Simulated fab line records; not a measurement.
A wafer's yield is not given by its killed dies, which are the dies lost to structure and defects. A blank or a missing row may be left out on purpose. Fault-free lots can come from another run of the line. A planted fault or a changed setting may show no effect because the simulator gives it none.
Split-lot experiment    flow sfq line    route with 325 steps; 5 lots, 27 wafers read

THE SPLIT ITSELF
At SFQ_TRILAYER_I3_VIA_BARC_OPEN_VIA_ETCH_121 (etches BARC in O2, target depth 125 nm, time 41.7 s), the setting time s was moved away from the recipe's 41.7 s on 6 of the 27 wafers read, by -32.0% to -16.5%. The other wafers ran this setting at the recipe's value.

Reading taken at the split's own step.

THE READING
oes product au, in a.u., at SFQ_TRILAYER_I3_VIA_BARC_OPEN_VIA_ETCH_121 (etches BARC in O2, target depth 125 nm, time 41.7 s). Typical for fault-free wafers on this fab line: 0.686 a.u., with standard deviation 0.0046 a.u.

wafer   tool, chamber at the split  time s as run, s  against the recipe  oes product au, a.u.  against lot-mates on the recipe
L074.1  rie diel-01, 2              41.7              recipe              0.690                 -
L074.2  rie diel-01, 1              28.36             -32.0%              0.836                 +0.149
L074.3  rie diel-01, 0              28.36             -32.0%              0.824                 +0.137
L074.4  rie diel-01, 2              28.36             -32.0%              0.825                 +0.138
L074.5  rie diel-01, 0              41.7              recipe              0.685                 -
L074.6  rie diel-01, 1              41.7              recipe              0.687                 -
L075.1  rie diel-03, 1              41.7              recipe              0.691                 -
L075.2  rie diel-03, 2              41.7              recipe              0.694                 -
L075.3  rie diel-03, 3              41.7              recipe              0.686                 -
L075.4  rie diel-03, 3              41.7              recipe              0.686                 -
L075.5  rie diel-03, 1              41.7              recipe              0.678                 -
L075.6  rie diel-03, 2              41.7              recipe              0.690                 -
L081.3  rie diel-01, 3              41.7              recipe              0.687                 -
L081.4  rie diel-01, 1              41.7              recipe              0.688                 -
L081.5  rie diel-01, 3              41.7              recipe              0.691                 -
L083.1  rie diel-04, 2              41.7              recipe              0.685                 -
L083.2  rie diel-04, 3              41.7              recipe              0.686                 -
L083.3  rie diel-04, 0              41.7              recipe              0.686                 -
L083.4  rie diel-04, 1              41.7              recipe              0.685                 -
L083.5  rie diel-04, 0              41.7              recipe              0.688                 -
L083.6  rie diel-04, 1              41.7              recipe              0.686                 -
L084.1  rie diel-01, 1              41.7              recipe              0.684                 -
L084.2  rie diel-01, 0              34.83             -16.5%              0.741                 +0.057
L084.3  rie diel-01, 2              41.7              recipe              0.681                 -
L084.4  rie diel-01, 3              34.83             -16.5%              0.751                 +0.067
L084.5  rie diel-01, 0              41.7              recipe              0.687                 -
L084.6  rie diel-01, 3              34.83             -16.5%              0.741                 +0.057

FIT RESULTS
A straight line over all 27 wafers: oes product au changes by -0.00426 a.u. for each +1% of time s; r = -0.99; the points scatter about the line by 0.0061 a.u.
The same after taking each lot's own level away (the mean of its wafers on the recipe; 27 wafers): -0.00428 a.u. for each +1%; r = -0.99; scatter 0.0053 a.u.
According to that fit, moving time s by its largest amount changes the reading by 0.14 a.u.
The lots' own levels span 0.6840 to 0.6887 a.u., that is 1.0 times the standard deviation above.
The two slopes are in agreement: the lot-to-lot level therefore moves the slope only a little.
Check: with one of the wafers moved furthest among these (-32.0%) left out of the fit, the line predicts +0.132 a.u. for it against its lot-mates. Against them it came out at +0.149 a.u.
Tool readings at the split's step, against how far the setting was moved: oes product au r = -0.99.

OTHER SPLITS ON THESE WAFERS
Before the reading, these wafers also passed through other splits. Each is held against what the fit with the lots' levels taken away leaves over:
other split on the same wafers                   wafers away from the commonest value  r with oes product au (lot level and that fit taken away)
SFQ_TRILAYER_INCOMING_OXIDATION_002 ox time s    21                                    -0.24
SFQ_TRILAYER_L0_ETCH_METAL_ETCH_008 time s       6                                     -0.09
SFQ_TRILAYER_M0_ETCH_METAL_ETCH_024 time s       6                                     +0.18
SFQ_TRILAYER_M1_BARC_OPEN_METAL_ETCH_054 time s  6                                     -0.15
SFQ_TRILAYER_M3_BARC_OPEN_METAL_ETCH_100 time s  6                                     -0.16

THE WHOLE CHAIN: every reading that the file lists as answering this split, in the file's order
step                                        what it does                                           reading                                                                                        change (the file's fit)                    r (the file's)
SFQ_TRILAYER_I3_VIA_BARC_OPEN_VIA_ETCH_121  etches BARC in O2, target depth 125 nm, time 41.7 s    oes product au                                                                                 -0.00426 a.u. for each +1% of the setting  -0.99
SFQ_TRILAYER_I3_VIA_BARC_OPEN_VIA_ETCH_121  etches BARC in O2, target depth 125 nm, time 41.7 s    KrF_of_TRILAYER_I3_VIA_LITHO_COAT_085.thk nm (the simulator's own value, which no gauge read)  -0.478 nm for each +1% of the setting      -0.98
SFQ_TRILAYER_I3_VIA_ETCH_VIA_ETCH_088       etches SiO2 in CHF3, stops on Nb, target depth 260 nm  KrF_of_TRILAYER_I3_VIA_LITHO_COAT_085.thk nm (the simulator's own value, which no gauge read)  -0.462 nm for each +1% of the setting      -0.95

FILE'S OWN FIT
oes product au changes by -0.00426 a.u. for each +1% of time s, r = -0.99.
